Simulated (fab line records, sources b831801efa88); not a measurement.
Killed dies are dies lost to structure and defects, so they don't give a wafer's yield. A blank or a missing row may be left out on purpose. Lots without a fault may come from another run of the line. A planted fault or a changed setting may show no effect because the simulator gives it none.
Which tool did it? | flow gf180mcu | 13 lots, 39 wafers sampled, at 5 steps of a route of 602

WHAT THE GAUGES READ, wafer by wafer
GF_STI_THK_MEAS_30.
lot  | measured    | on            | STI_OXIDATION_02_THK (nm)
L394 | day 2 11:10 | film_metro-01 | 10.03 10.24 10.03
L395 | day 2 16:10 | film_metro-02 | 10.10 10.30 10.34
L396 | day 2 23:03 | film_metro-02 | 10.36 10.33 10.36
L397 | day 3 02:40 | film_metro-03 | 13.77 13.84 13.90
L398 | day 3 07:54 | film_metro-01 | 13.54 13.55 13.68
L399 | day 3 12:29 | film_metro-03 | 10.13 9.99 10.01
L400 | day 3 20:03 | film_metro-03 | 10.20 10.03 10.18
L406 | day 5 01:55 | film_metro-03 | 10.37 10.33 10.41
L411 | day 6 03:59 | film_metro-03 | 9.81 9.88 9.85
L412 | day 6 07:55 | film_metro-01 | 10.15 10.00 10.18
L413 | day 6 13:06 | film_metro-01 | 9.87 10.05 9.94
L414 | day 7 05:17 | film_metro-03 | 10.26 10.25 10.04
L416 | day 7 09:55 | film_metro-01 | 10.04 10.12 10.19

GF_HV_LDD_OVL_MEAS_08.
lot  | measured     | on         | HV_LDD_OVL (nm)
L394 | day 10 13:21 | overlay-02 | -2.0 -2.5 -3.0
L395 | day 10 17:05 | overlay-02 | -0.6 -0.7 -0.8
L396 | day 10 22:49 | overlay-01 | 0.2 1.1 0.3
L397 | day 11 06:06 | overlay-01 | 0.0 0.0 -0.6
L398 | day 11 14:35 | overlay-02 | -0.5 0.2 -1.2
L399 | day 11 18:19 | overlay-01 | -0.5 -0.8 -0.9
L400 | day 12 05:33 | overlay-02 | -0.6 0.2 1.3
L406 | day 14 02:26 | overlay-01 | 1.9 0.6 -0.6
L411 | day 15 11:17 | overlay-02 | -0.5 -1.4 0.2
L412 | day 15 15:50 | overlay-01 | -1.7 -2.8 -2.6
L413 | day 15 23:39 | overlay-02 | -1.0 -0.3 -0.5
L414 | day 17 01:50 | overlay-02 | -0.3 -1.4 1.1
L416 | day 17 07:08 | overlay-02 | 0.2 -0.5 0.5

GF_HV_LDD_OVL_MEAS_47.
lot  | measured     | on         | HV_LDD_03_OVL (nm)
L394 | day 12 22:23 | overlay-02 | -0.4 -3.0 -0.3
L395 | day 13 07:41 | overlay-02 | 0.1 0.0 -1.8
L396 | day 13 07:22 | overlay-01 | 2.3 -0.2 -0.3
L397 | day 13 15:24 | overlay-01 | 0.1 0.2 1.5
L398 | day 14 03:53 | overlay-02 | -1.0 -0.7 -0.6
L399 | day 14 07:03 | overlay-01 | -0.1 1.2 0.8
L400 | day 14 20:20 | overlay-01 | -0.7 0.0 -0.3
L406 | day 16 21:20 | overlay-01 | -3.0 -1.3 -3.1
L411 | day 18 07:46 | overlay-02 | -2.5 -0.1 -1.7
L412 | day 18 12:59 | overlay-01 | -2.7 -2.3 -3.6
L413 | day 18 22:08 | overlay-01 | 1.3 -0.6 0.3
L414 | day 20 03:56 | overlay-02 | -1.4 -0.5 0.2
L416 | day 20 09:23 | overlay-01 | -1.0 -0.2 0.5

GF_SAB_CD_MEAS_09: target cd 420 nm.
lot  | measured     | on        | cd_nm (nm)
L394 | day 15 19:22 | cd_sem-02 | 419.4 419.8 421.3
L395 | day 16 05:44 | cd_sem-02 | 421.9 419.6 420.7
L396 | day 16 03:40 | cd_sem-01 | 421.4 421.1 421.0
L397 | day 16 11:14 | cd_sem-01 | 416.6 418.9 415.2
L398 | day 17 02:16 | cd_sem-02 | 421.1 420.8 422.3
L399 | day 17 05:19 | cd_sem-02 | 422.5 420.2 422.0
L400 | day 17 20:25 | cd_sem-02 | 418.2 419.0 420.0
L406 | day 20 01:14 | cd_sem-01 | 421.8 422.4 423.5
L411 | day 21 14:48 | cd_sem-02 | 419.1 418.3 420.6
L412 | day 21 17:40 | cd_sem-02 | 422.0 420.6 420.2
L413 | day 22 03:05 | cd_sem-02 | 415.6 415.9 416.5
L414 | day 23 06:15 | cd_sem-01 | 417.1 418.0 418.8
L416 | day 23 12:22 | cd_sem-01 | 421.0 420.7 422.7

WHICH TOOL RAN EACH LOT (tool, then ch and the chambers of the sampled wafers, then the start)
lot  | GF_STI_OXIDATION_29
L394 | furnace-02 ch 0, day 2 09:45
L395 | furnace-01 ch 0, day 2 14:46
L396 | furnace-02 ch 0, day 2 21:39
L397 | furnace-02 ch 0, day 3 01:16
L398 | furnace-02 ch 0, day 3 06:31
L399 | furnace-01 ch 0, day 3 11:04
L400 | furnace-01 ch 0, day 3 18:39
L406 | furnace-01 ch 0, day 5 00:31
L411 | furnace-01 ch 0, day 6 02:36
L412 | furnace-02 ch 0, day 6 06:30
L413 | furnace-02 ch 0, day 6 11:41
L414 | furnace-01 ch 0, day 7 03:53
L416 | furnace-02 ch 0, day 7 08:31
- GF_STI_OXIDATION_29: stabilise 600 s, purge 300 s, target thk 10 nm.

WHAT THE TOOLS THEMSELVES READ (means of the sampled wafers that have a number; where no wafer has one, the mark that the record gives instead)
GF_STI_OXIDATION_29.
lot  | tool       | spike_tc_bottom_C (C) | spike_tc_centre_C (C) | spike_tc_lower_C (C) | spike_tc_top_C (C) | spike_tc_upper_C (C) | zone_power_lower_pct (%) | zone_power_top_pct (%) | zone_power_upper_pct (%)
L394 | furnace-02 | 914.3                 | 900.4                 | 901.2                | 913.8              | 900.6                | 16.3                     | 33.2                   | 18.28
L395 | furnace-01 | 916.3                 | 897.6                 | 900.4                | 908.1              | 899.0                | 15.3                     | 34.2                   | 17.99
L396 | furnace-02 | 915.0                 | 900.7                 | 901.3                | 913.6              | 899.4                | 16.5                     | 33.5                   | 18.02
L397 | furnace-02 | 944.7                 | 929.2                 | 931.1                | 943.9              | 930.6                | 17.9                     | 35.3                   | 19.49
L398 | furnace-02 | 944.1                 | 930.4                 | 930.7                | 943.2              | 930.3                | 17.8                     | 35.3                   | 19.51
L399 | furnace-01 | 916.9                 | 898.1                 | 900.6                | 907.7              | 899.9                | 15.1                     | 34.3                   | 17.98
L400 | furnace-01 | 916.0                 | 899.0                 | 900.3                | 908.6              | 899.6                | 15.3                     | 34.2                   | 18.21
L406 | furnace-01 | 916.9                 | 898.2                 | 901.5                | 907.5              | 900.3                | 15.3                     | 34.3                   | 18.08
L411 | furnace-01 | 917.1                 | 898.5                 | 901.0                | 907.7              | 900.0                | 15.1                     | 34.5                   | 17.99
L412 | furnace-02 | 915.2                 | 900.8                 | 899.6                | 912.9              | 900.4                | 16.6                     | 33.4                   | 18.14
L413 | furnace-02 | 915.4                 | 899.7                 | 900.5                | 914.4              | 899.4                | 16.4                     | 33.0                   | 18.05
L414 | furnace-01 | 916.0                 | 897.4                 | 900.6                | 908.5              | 899.4                | 15.0                     | 34.1                   | 17.91
L416 | furnace-02 | 915.1                 | 900.7                 | 900.9                | 914.1              | 901.0                | 16.4                     | 33.0                   | 18.01

THE ANSWER, worked out from the rows above alone
Rule: what is usual is taken from the lots themselves. Put in order of their means at a reading, lots are off if they are a third of the lots or fewer, leave a main group of 4 or more, and stand apart from it by a gap of 3 or more times the standard deviation of the main group's means; of several such gaps the widest counts. A main group whose means are all the same, to the digits that the tables above print for the reading, isn't used. A lot without any number at a reading at which 4 lots or more have one is off too. The other lots that the step has rows for count as sound. The gauges are gone through in route order, then the tools' own readings, and for those a lot's mean is taken as printed above. The first step at which some lot is off is used, and at that step the reading that is off furthest; a lot without a number counts as furthest.
Off: L397, L398, at GF_STI_THK_MEAS_30 (STI_OXIDATION_02_THK). The main group: mean 10.13 nm, standard deviation 0.15.
A tool fits if, at a process step before that reading, it ran every lot that is off, and no sound lot after the first of them. The gauges at GF_STI_THK_MEAS_30 aren't tried: what is off there is off at GF_STI_OXIDATION_29 too, on other tools, and a gauge's error can't cause that. None of those tried fits.

WHAT THE SIMULATOR HAD PUT IN
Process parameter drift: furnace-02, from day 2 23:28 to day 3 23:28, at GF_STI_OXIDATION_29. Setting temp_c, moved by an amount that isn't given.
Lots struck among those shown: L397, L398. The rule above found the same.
